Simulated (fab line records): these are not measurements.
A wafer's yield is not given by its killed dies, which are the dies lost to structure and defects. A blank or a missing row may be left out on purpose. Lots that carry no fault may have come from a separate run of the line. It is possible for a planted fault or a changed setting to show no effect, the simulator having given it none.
Comparing a struck lot with a sound one / flow sky130 / 20 out of 708 route steps
Sound: these wafers, L418.1, L418.4, L418.5. Struck: wafer L415.5. (L415.4 of the same lot was not struck and is left out.) The cause comes at the end.
At each step with rows: each side's tool, then ch and its chambers, then its first start. Under that, the readings that differ: sound wafers / struck wafers / difference of the means / sigmas: that difference in standard deviations of wafers without a fault.
alike: words and numbers the same on both sides, and readings whose means are apart by under 2 such deviations; not compared: readings that were withheld, readings missing a value for some wafer, numbers with overlapping values and no deviation given by the record, and bounds like >300 which may hide the same value.
Wherever a step has rows on one side only, a row that says differs or no value, or a row with sigmas, the two part there. Non-overlapping numbers with no deviation appear without sigmas and do not part them. A reading missing from all wafers of one side parts the sides only when that side holds two or more wafers.

first, 4 steps without rows for these wafers: SKY_METAL1_STRIP_21 (strips in post etch residue remover, time 1200 s); SKY_METAL1_CLEAN_22 (cleans in IPA, time 180 s); SKY_METAL1_CLEAN_23 (cleans in O3/DIW); SKY_VIA1_HDPCVD_00 (deposits SiO2, target thk 1030 nm, time 171.7 s).
SKY_VIA1_THK_MEAS_01:
  sound: film_metro-02 at day 37 02:02; struck: film_metro-03 at day 36 09:27
  alike: VIA1_HDPCVD_THK
SKY_VIA1_CMP_02: polishes SiO2.
  sound on cmp-01 ch 0,2,3, day 37 02:09; struck on cmp-01 ch 1, day 36 09:38
reading=motor_current_A (A); sound=11.9 10.9 12.7; struck=13.9; difference=+2.1; sigmas=+2
SKY_VIA1_BOW_MEAS_03:
  sound: film_metro-02 at day 37 02:24; struck: film_metro-02 at day 36 09:50
  alike: VIA1_BOW
then, 5 steps without rows for these wafers: SKY_VIA1_DEHYDRATE_04 (time 60 s); SKY_VIA1_HMDS_05 (prime time 60 s); SKY_VIA1_COAT_06 (resist thk 60 nm); SKY_VIA1_COAT_07 (resist thk 450 nm); SKY_VIA1_SOFTBAKE_08 (time 90 s).
SKY_VIA1_EXPOSE_09: exposes mask VIM, target cd 150 nm.
  sound on krf_scanner-01 ch 0, day 37 15:11; struck on krf_scanner-02 ch 0, day 36 23:11
  alike: mask, focus_offset_nm
then, 2 steps without rows for these wafers: SKY_VIA1_PEB_10; SKY_VIA1_DEVELOP_11 (develop time 60 s).
SKY_VIA1_CD_MEAS_12: target cd 150 nm.
  sound: cd_sem-01 at day 38 04:14; struck: cd_sem-02 at day 37 11:49
reading=cd_nm (nm); sound=150.3 151.2 152.6; struck=51.9; difference=-99.5; sigmas=-59
SKY_VIA1_OVL_MEAS_13:
  sound: overlay-02 at day 38 04:22; struck: overlay-01 at day 37 11:53
  alike: VIA1_OVL
SKY_VIA1_ETCH_14: etches BARC in N2/H2, stops on SiO2, time 45.9 s, target depth 60 nm.
  sound on rie_diel-03 ch 1,2, day 38 04:23; struck on rie_diel-04 ch 0, day 37 11:55
reading=model.VIA1.cd_nm (nm); sound=150 150.8 152.2; struck=51.31; difference=-99.69; sigmas=
  alike: drypump_motor_current_A, oes_product_au, throttle_valve_pct
  not compared: rf_hours_counter_h
SKY_VIA1_ETCH_15: etches SiO2 in C4F8/O2/Ar, stops on TiN, target depth 351 nm, time 54 s.
  sound on rie_diel-03 ch 1,2, day 38 04:26; struck on rie_diel-04 ch 0, day 37 11:57
  alike: oes_product_au
  not compared: rf_hours_counter_h
-- the record jumps here: 11 days lie between the struck wafers' starts before and after (it left off in module VIA1 and takes up again in module PAD_OPEN, whose first step shown is number 708 of the route) --
SKY_PAD_OPEN_PROBE_99:
  sound: prober-02 at day 48 23:37; struck: prober-01 at day 48 08:48
reading=defect_limited_yield (%); sound=83.9 83.7 82.3; struck=0; difference=-83; sigmas=-46
reading=killed_at_M0_to_M3; sound=43 43 44; struck=457; difference=+414; sigmas=+64
reading=killed_dies; sound=79 80 87; struck=492; difference=+410; sigmas=+46
reading=killed_on_rim; sound=10 12 10; struck=96; difference=+85; sigmas=+20
reading=sort_bin_5_function (%); sound=8.3 10.6 9.8; struck=93.7; difference=+84.1; sigmas=+53
reading=sort_n_pass; sound=413 412 405; struck=0; difference=-410; sigmas=-46
reading=sort_yield_pct (%); sound=83.9 83.7 82.3; struck=0; difference=-83; sigmas=-46
  alike: killed_at_M4_up, killed_at_contacts, killed_at_front_end, killed_at_other, killed_open, killed_short, sort_bin_3_pad_short, sort_bin_6_memory

== WHERE THEY PART ==
Last at SKY_PAD_OPEN_PROBE_99 as far as this record goes, first at SKY_VIA1_CMP_02.

WHY: whatever the simulator had introduced
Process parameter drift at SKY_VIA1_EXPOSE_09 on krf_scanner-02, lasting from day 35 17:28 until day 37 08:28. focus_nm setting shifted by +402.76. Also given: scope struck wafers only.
